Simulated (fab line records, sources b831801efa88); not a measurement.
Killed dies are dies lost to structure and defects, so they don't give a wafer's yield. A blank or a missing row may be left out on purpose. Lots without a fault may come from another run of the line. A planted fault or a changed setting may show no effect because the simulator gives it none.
Tool commonality check | flow sky130 | 10 lots, 30 wafers sampled

WHY IT WAS OPENED
At SKY_LDD_N_TW_MEAS_17 the reading LDD_N_TW is flagged on 2 of 10 lots. Wafers without a fault read 2583, standard deviation 20.
Rule: a lot is flagged when every wafer of it that has a number lies more than 4 standard deviations from that mean, or none has a number. The other lots count as sound.

lot  | measured     | on            | LDD_N_TW, wafer by wafer | flag
L451 | day 17 02:43 | film_metro-04 | 2570 2582 2589           |
L452 | day 18 03:47 | film_metro-02 | 2606 2627 2616           |
L455 | day 19 02:29 | film_metro-03 | 2587 2583 2579           |
L454 | day 19 09:34 | film_metro-04 | 2574 2590 2582           |
L463 | day 23 15:39 | film_metro-02 | 2927 2922 2925           | FLAGGED
L462 | day 23 16:53 | film_metro-04 | 2888 2899 2887           | FLAGGED
L466 | day 23 19:36 | film_metro-04 | 2567 2573 2562           |
L468 | day 23 22:25 | film_metro-03 | 2595 2591 2594           |
L472 | day 25 08:15 | film_metro-03 | 2602 2588 2587           |
L474 | day 26 06:50 | film_metro-04 | 2555 2551 2561           |
The numbers of the flagged lots are 2908 on average: +325 against the usual, or +16 standard deviations.

WHICH TOOL RAN EACH LOT
The record holds 3 process steps before the reading, out of a route of 708 steps. In each cell: the tool, then ch and the chambers that the sampled wafers went through, then the start.
lot  | flag    | SKY_RES_PROTECT_STRIP_07             | SKY_LDD_N_IMPLANT_11            | SKY_LDD_N_STRIP_16
L451 |         | plasma_asher-01 ch 0,1, day 14 14:14 | implanter-04 ch 0, day 17 01:52 | plasma_asher-04 ch 0,1, day 17 02:37
L452 |         | plasma_asher-04 ch 0,1, day 15 12:10 | implanter-02 ch 0, day 18 02:56 | plasma_asher-03 ch 0,1, day 18 03:41
L455 |         | plasma_asher-02 ch 0,1, day 16 10:32 | implanter-01 ch 0, day 19 01:39 | plasma_asher-01 ch 0,1, day 19 02:22
L454 |         | plasma_asher-04 ch 0,1, day 16 14:41 | implanter-01 ch 0, day 19 08:43 | plasma_asher-01 ch 0,1, day 19 09:28
L463 | FLAGGED | plasma_asher-02 ch 0,1, day 20 22:02 | implanter-04 ch 0, day 23 14:48 | plasma_asher-01 ch 0,1, day 23 15:33
L462 | FLAGGED | plasma_asher-04 ch 0,1, day 20 22:20 | implanter-04 ch 0, day 23 16:02 | plasma_asher-01 ch 0,1, day 23 16:47
L466 |         | plasma_asher-01 ch 1, day 20 23:35   | implanter-02 ch 0, day 23 18:45 | plasma_asher-03 ch 0,1, day 23 19:30
L468 |         | plasma_asher-01 ch 0,1, day 21 04:43 | implanter-01 ch 0, day 23 21:34 | plasma_asher-03 ch 0,1, day 23 22:18
L472 |         | plasma_asher-01 ch 0,1, day 22 14:31 | implanter-01 ch 0, day 25 07:26 | plasma_asher-04 ch 0,1, day 25 08:10
L474 |         | plasma_asher-02 ch 0,1, day 23 14:10 | implanter-02 ch 0, day 26 05:59 | plasma_asher-04 ch 0,1, day 26 06:43
What these steps do:
- SKY_RES_PROTECT_STRIP_07: strips in O2/N2.
- SKY_LDD_N_IMPLANT_11
- SKY_LDD_N_STRIP_16: strips in O2/N2.
- SKY_LDD_N_TW_MEAS_17

FLAGGED OVER TOTAL, TOOL BY TOOL (the gauges that took the reading come last)
step                     | tool            | lots run | flagged | share of the flagged lots | sound lots run after its first flagged lot
SKY_RES_PROTECT_STRIP_07 | plasma_asher-01 | 4        | 0       | none                      | -
SKY_RES_PROTECT_STRIP_07 | plasma_asher-02 | 3        | 1       | some                      | 1 (L474)
SKY_RES_PROTECT_STRIP_07 | plasma_asher-04 | 3        | 1       | some                      | 0
SKY_LDD_N_IMPLANT_11     | implanter-01    | 4        | 0       | none                      | -
SKY_LDD_N_IMPLANT_11     | implanter-02    | 3        | 0       | none                      | -
SKY_LDD_N_IMPLANT_11     | implanter-04    | 3        | 2       | all                       | 0
SKY_LDD_N_STRIP_16       | plasma_asher-01 | 4        | 2       | all                       | 0
SKY_LDD_N_STRIP_16       | plasma_asher-03 | 3        | 0       | none                      | -
SKY_LDD_N_STRIP_16       | plasma_asher-04 | 3        | 0       | none                      | -
SKY_LDD_N_TW_MEAS_17     | film_metro-02   | 2        | 1       | some                      | 0
SKY_LDD_N_TW_MEAS_17     | film_metro-03   | 3        | 0       | none                      | -
SKY_LDD_N_TW_MEAS_17     | film_metro-04   | 5        | 1       | some                      | 2 (L466,L474)

WHAT THE TABLE ALLOWS
2 rows of the table ran every flagged lot: implanter-04 at SKY_LDD_N_IMPLANT_11, plasma_asher-01 at SKY_LDD_N_STRIP_16.
- implanter-04 at SKY_LDD_N_IMPLANT_11: 2 of its 3 lots flagged. Its last sound lot is L451 (day 17 01:52), its first flagged lot L463 (day 23 14:48): a fault that began between those two fits. Its own readings lie more than 4 standard deviations out on every wafer of the flagged lots: beam_on_s, dose_ions_cm2, faraday_current_uA.
- plasma_asher-01 at SKY_LDD_N_STRIP_16: 2 of its 4 lots flagged. Its last sound lot is L454 (day 19 09:28), its first flagged lot L463 (day 23 15:33): a fault that began between those two fits. Its own readings lie more than 4 standard deviations out on every wafer of the flagged lots: strip_time_to_endpoint_s.
Counting lots can't tell these 2 tools apart, because each fits a fault that began at some hour. More lots, or a look at what each step does to the wafer, might.

WHAT THE SIMULATOR HAD PUT IN
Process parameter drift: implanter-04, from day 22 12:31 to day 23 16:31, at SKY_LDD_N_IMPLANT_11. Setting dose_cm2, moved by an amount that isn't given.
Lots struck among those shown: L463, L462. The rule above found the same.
